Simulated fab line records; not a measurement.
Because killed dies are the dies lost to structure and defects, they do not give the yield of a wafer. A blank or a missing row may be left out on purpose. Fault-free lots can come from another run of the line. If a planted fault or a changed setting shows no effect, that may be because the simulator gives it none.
Which of the tools did it?    flow sky130    24 lots, 72 wafers sampled, at 6 steps of a route of 708

## WHAT THE GAUGES READ, wafer by wafer
SKY_PWDE_TW_MEAS_10. Usual: for PWDE_TW the level is 374 and the standard deviation is 5.2.
lot   measured     on             PWDE_TW      flag
L074  day 3 19:44  film metro-04  369 371 370  
L075  day 4 00:13  film metro-04  366 369 368  
L076  day 4 05:50  film metro-02  370 369 368  
L077  day 4 11:35  film metro-02  371 368 369  
L078  day 4 20:01  film metro-03  380 378 381  
L079  day 5 06:16  film metro-03  381 380 380  
L080  day 5 10:52  film metro-02  372 373 373  
L081  day 5 19:28  film metro-02  373 373 371  
L082  day 5 21:26  film metro-04  373 369 371  
L083  day 6 05:05  film metro-03  379 378 378  
L084  day 6 07:23  film metro-03  379 378 380  
L085  day 6 14:52  film metro-04  372 369 370  
L086  day 6 20:28  film metro-03  381 381 381  
L087  day 6 21:28  film metro-03  383 380 381  
L088  day 7 04:31  film metro-02  372 372 371  
L089  day 7 07:53  film metro-04  372 369 369  
L090  day 7 14:14  film metro-04  372 369 370  
L091  day 7 18:46  film metro-03  380 382 380  
L092  day 8 01:49  film metro-04  367 366 367  
L093  day 8 07:41  film metro-02  373 373 372  
L094  day 8 16:22  film metro-04  369 367 371  
L095  day 8 18:02  film metro-03  380 381 380  
L096  day 8 22:38  film metro-02  372 370 371  
L097  day 9 07:29  film metro-04  368 369 369  

SKY_CONTACT_OVL_MEAS_15. Usual: for CONTACT_OVL the level is -1 nm and the standard deviation is 5.6.
lot   measured      on          CONTACT_OVL (nm)  flag
L074  day 31 10:28  overlay-01  7 6 7             
L075  day 31 17:36  overlay-01  2 -4 6            
L076  day 31 18:13  overlay-02  -3 -4 -5          
L077  day 32 14:40  overlay-01  1 3 -1            
L078  day 32 16:27  overlay-01  -3 -5 -8          
L079  day 33 14:42  overlay-01  3 4 -1            
L080  day 33 16:39  overlay-02  -5 -3 -4          
L081  day 35 00:12  overlay-01  -2 5 -2           
L082  day 34 21:58  overlay-01  -6 -2 -6          
L083  day 35 01:43  overlay-02  7 3 5             
L084  day 35 00:43  overlay-01  7 2 0             
L085  day 35 07:00  overlay-01  -10 -5 -2         
L086  day 35 14:27  overlay-01  2 -10 7           
L087  day 35 18:06  overlay-01  9 5 3             
L088  day 35 23:57  overlay-01  -8 -11 5          
L089  day 36 06:07  overlay-01  -1 3 0            
L090  day 36 06:49  overlay-01  -3 -4 -7          
L091  day 37 00:03  overlay-01  -5 -10 -4         
L092  day 37 01:18  overlay-02  -10 -7 4          
L093  day 37 10:46  overlay-02  -4 3 -1           
L094  day 37 22:15  overlay-01  -8 -10 -9         
L095  day 37 23:58  overlay-01  1 -5 -4           
L096  day 38 03:19  overlay-01  6 2 8             
L097  day 38 15:22  overlay-01  1 6 0             

SKY_METAL1_THK_MEAS_06: measures by xrf. Usual: for METAL1_ALCU_THK the level is 249 nm and the standard deviation is 3.3.
lot   measured      on             METAL1_ALCU_THK (nm)  flag
L074  day 31 12:29  film metro-02  249 252 254           
L075  day 31 19:19  film metro-04  250 253 249           
L076  day 31 19:55  film metro-03  251 250 240           
L077  day 32 16:26  film metro-02  242 250 249           
L078  day 32 18:10  film metro-03  247 252 252           
L079  day 33 16:35  film metro-04  253 250 244           
L080  day 33 18:20  film metro-03  247 245 246           
L081  day 35 01:52  film metro-04  250 247 248           
L082  day 34 23:39  film metro-04  250 249 249           
L083  day 35 03:25  film metro-04  253 248 248           
L084  day 35 02:24  film metro-04  254 254 250           
L085  day 35 08:41  film metro-04  255 252 252           
L086  day 35 16:07  film metro-03  247 252 246           
L087  day 35 19:49  film metro-02  249 246 247           
L088  day 36 01:43  film metro-04  248 249 249           
L089  day 36 07:47  film metro-04  254 250 254           
L090  day 36 08:29  film metro-03  247 246 248           
L091  day 37 01:43  film metro-03  251 246 246           
L092  day 37 02:58  film metro-03  244 249 248           
L093  day 37 12:40  film metro-04  250 249 245           
L094  day 37 23:59  film metro-03  249 251 242           
L095  day 38 02:07  film metro-03  249 248 250           
L096  day 38 05:00  film metro-03  244 243 244           
L097  day 38 17:09  film metro-04  251 245 249           

SKY_PAD_OPEN_BOW_MEAS_13. Usual: for PAD_OPEN_BOW the level is 46 um and the standard deviation is 8.1.
lot   measured      on             PAD_OPEN_BOW (um)  flag
L074  day 45 15:53  film metro-01  52 50 50           
L075  day 45 20:14  film metro-03  44 51 27           
L076  day 45 22:00  film metro-03  35 57 37           
L077  day 46 11:35  film metro-04  35 56 47           
L078  day 46 13:22  film metro-01  40 38 40           
L079  day 47 04:47  film metro-03  43 68 50           
L080  day 47 06:23  film metro-03  53 55 51           
L081  day 48 09:36  film metro-01  43 56 51           
L082  day 48 06:43  film metro-04  49 40 46           
L083  day 48 11:07  film metro-03  48 52 50           
L084  day 48 10:22  film metro-04  38 53 39           
L085  day 48 14:56  film metro-04  43 54 49           
L086  day 48 17:31  film metro-03  40 47 33           
L087  day 48 20:58  film metro-03  40 41 45           
L088  day 49 00:47  film metro-01  50 44 37           
L089  day 49 07:29  film metro-03  65 49 64           
L090  day 49 07:48  film metro-03  67 45 63           
L091  day 49 16:25  film metro-03  40 46 47           
L092  day 49 17:55  film metro-03  57 59 46           
L093  day 50 01:45  film metro-01  43 55 40           
L094  day 50 05:41  film metro-01  53 42 49           
L095  day 50 09:10  film metro-03  54 55 54           
L096  day 50 10:40  film metro-03  43 29 32           
L097  day 50 19:31  film metro-04  45 38 39           

## TOOL THAT RAN EACH LOT (tool first, then ch and the chambers of the sampled wafers, then the start)
lot   SKY_FIELD_ISO_ETCH_15              SKY_METAL1_SPUTTER_00
L074  rie diel-03 ch 0,1, day 2 06:03    pvd sputter-03, day 31 12:13
L075  rie diel-01 ch 0,1,3, day 2 09:45  pvd sputter-02, day 31 19:03
L076  rie diel-02 ch 1,3, day 2 15:27    pvd sputter-03, day 31 19:38
L077  rie diel-02 ch 1,2, day 2 20:27    pvd sputter-01, day 32 16:10
L078  rie diel-01 ch 1,2, day 3 02:18    pvd sputter-02, day 32 17:55
L079  rie diel-02 ch 0,1,2, day 3 09:12  pvd sputter-03, day 33 16:19
L080  rie diel-02 ch 0,1,3, day 3 12:33  pvd sputter-01, day 33 18:05
L081  rie diel-02 ch 0,2,3, day 3 17:24  pvd sputter-01, day 35 01:37
L082  rie diel-01 ch 1,3, day 3 22:33    pvd sputter-01, day 34 23:23
L083  rie diel-03 ch 1,3, day 4 04:27    pvd sputter-02, day 35 03:09
L084  rie diel-03 ch 0,1,2, day 4 08:54  pvd sputter-01, day 35 02:07
L085  rie diel-03 ch 0,2,3, day 4 15:51  pvd sputter-02, day 35 08:25
L086  rie diel-03 ch 0,1,3, day 4 19:42  pvd sputter-03, day 35 15:52
L087  rie diel-03 ch 0,1, day 5 02:51    pvd sputter-01, day 35 19:33
L088  rie diel-01 ch 0,1, day 5 07:51    pvd sputter-01, day 36 01:28
L089  rie diel-03 ch 0,1,2, day 5 10:27  pvd sputter-02, day 36 07:31
L090  rie diel-01 ch 0,1, day 5 17:09    pvd sputter-01, day 36 08:13
L091  rie diel-02 ch 0,1,3, day 5 20:57  pvd sputter-02, day 37 01:28
L092  rie diel-03 ch 0,3, day 6 02:12    pvd sputter-01, day 37 02:43
L093  rie diel-03 ch 2,3, day 6 08:27    pvd sputter-01, day 37 12:24
L094  rie diel-02 ch 1,2,3, day 6 17:00  pvd sputter-01, day 37 23:43
L095  rie diel-03 ch 0,2,3, day 6 19:24  pvd sputter-03, day 38 01:50
L096  rie diel-03 ch 0,2, day 7 00:24    pvd sputter-01, day 38 04:44
L097  rie diel-03 ch 0,1,2, day 7 07:03  pvd sputter-01, day 38 16:53
- SKY_FIELD_ISO_ETCH_15: etches the open film in CHF3/O2, stops on Si, target depth 180 nm, time 72 s.
- SKY_METAL1_SPUTTER_00: material Ti, target thk 15 nm, time 10 s.

## WHAT THE TOOLS THEMSELVES READ (means of the sampled wafers that have a number; where no wafer has one, the mark that the record gives instead)
SKY_FIELD_ISO_ETCH_15. Usual: drypump motor current A 5.5 A, standard deviation 0.37; oes product au 0.948 a.u., standard deviation 0.0067; throttle valve pct 8.845 %, standard deviation 0.0091.
lot   tool         drypump motor current A (A)  oes product au (a.u.)  throttle valve pct (%)  flag
L074  rie diel-03  5.2                          0.949                  8.839                   
L075  rie diel-01  5.5                          0.950                  8.853                   
L076  rie diel-02  5.8                          0.954                  8.846                   
L077  rie diel-02  5.6                          0.961                  8.851                   
L078  rie diel-01  6.1                          0.953                  8.850                   
L079  rie diel-02  5.7                          0.943                  8.849                   
L080  rie diel-02  5.7                          0.950                  8.847                   
L081  rie diel-02  5.6                          0.947                  8.840                   
L082  rie diel-01  5.9                          0.942                  8.840                   
L083  rie diel-03  5.1                          0.952                  8.841                   
L084  rie diel-03  5.4                          0.949                  8.853                   
L085  rie diel-03  5.4                          0.942                  8.847                   
L086  rie diel-03  5.2                          0.952                  8.843                   
L087  rie diel-03  5.2                          0.955                  8.850                   
L088  rie diel-01  5.7                          0.948                  8.840                   
L089  rie diel-03  5.4                          0.948                  8.842                   
L090  rie diel-01  5.2                          0.946                  8.840                   
L091  rie diel-02  5.8                          0.947                  8.841                   
L092  rie diel-03  5.2                          0.943                  8.838                   
L093  rie diel-03  5.3                          0.948                  8.841                   
L094  rie diel-02  5.6                          0.951                  8.845                   
L095  rie diel-03  5.4                          0.946                  8.843                   
L096  rie diel-03  5.6                          0.945                  8.849                   
L097  rie diel-03  5.4                          0.941                  8.853                   

SKY_METAL1_SPUTTER_00. Usual: 29.9 % for throttle valve pct, sd 1.5.
lot   tool            throttle valve pct (%)  flag
L074  pvd sputter-03  29.0                    
L075  pvd sputter-02  30.8                    
L076  pvd sputter-03  30.0                    
L077  pvd sputter-01  27.9                    
L078  pvd sputter-02  30.3                    
L079  pvd sputter-03  31.1                    
L080  pvd sputter-01  28.5                    
L081  pvd sputter-01  30.0                    
L082  pvd sputter-01  30.3                    
L083  pvd sputter-02  30.5                    
L084  pvd sputter-01  30.6                    
L085  pvd sputter-02  30.5                    
L086  pvd sputter-03  31.1                    
L087  pvd sputter-01  30.5                    
L088  pvd sputter-01  28.9                    
L089  pvd sputter-02  30.8                    
L090  pvd sputter-01  29.8                    
L091  pvd sputter-02  30.9                    
L092  pvd sputter-01  30.3                    
L093  pvd sputter-01  29.5                    
L094  pvd sputter-01  29.5                    
L095  pvd sputter-03  30.0                    
L096  pvd sputter-01  29.8                    
L097  pvd sputter-01  28.6                    

## THE ANSWER, worked out from the rows above alone
Rule: take the mean of a lot's wafers that have a number; if it is more than 3 standard deviations from the usual mean, the lot is off. Also off: a lot with no number at a reading for which 4 or more lots have one. Any other lot the step has rows for is counted as sound. Order of review: gauges by route order, followed by the tools' own readings, for which a lot's mean as printed above is used. The first step at which some lot is off is used, and at that step the reading that is off furthest; a lot without a number counts as furthest.
None of the lots is off at any reading shown; this tells nothing.

## WHAT HAD BEEN PUT IN BY THE SIMULATOR
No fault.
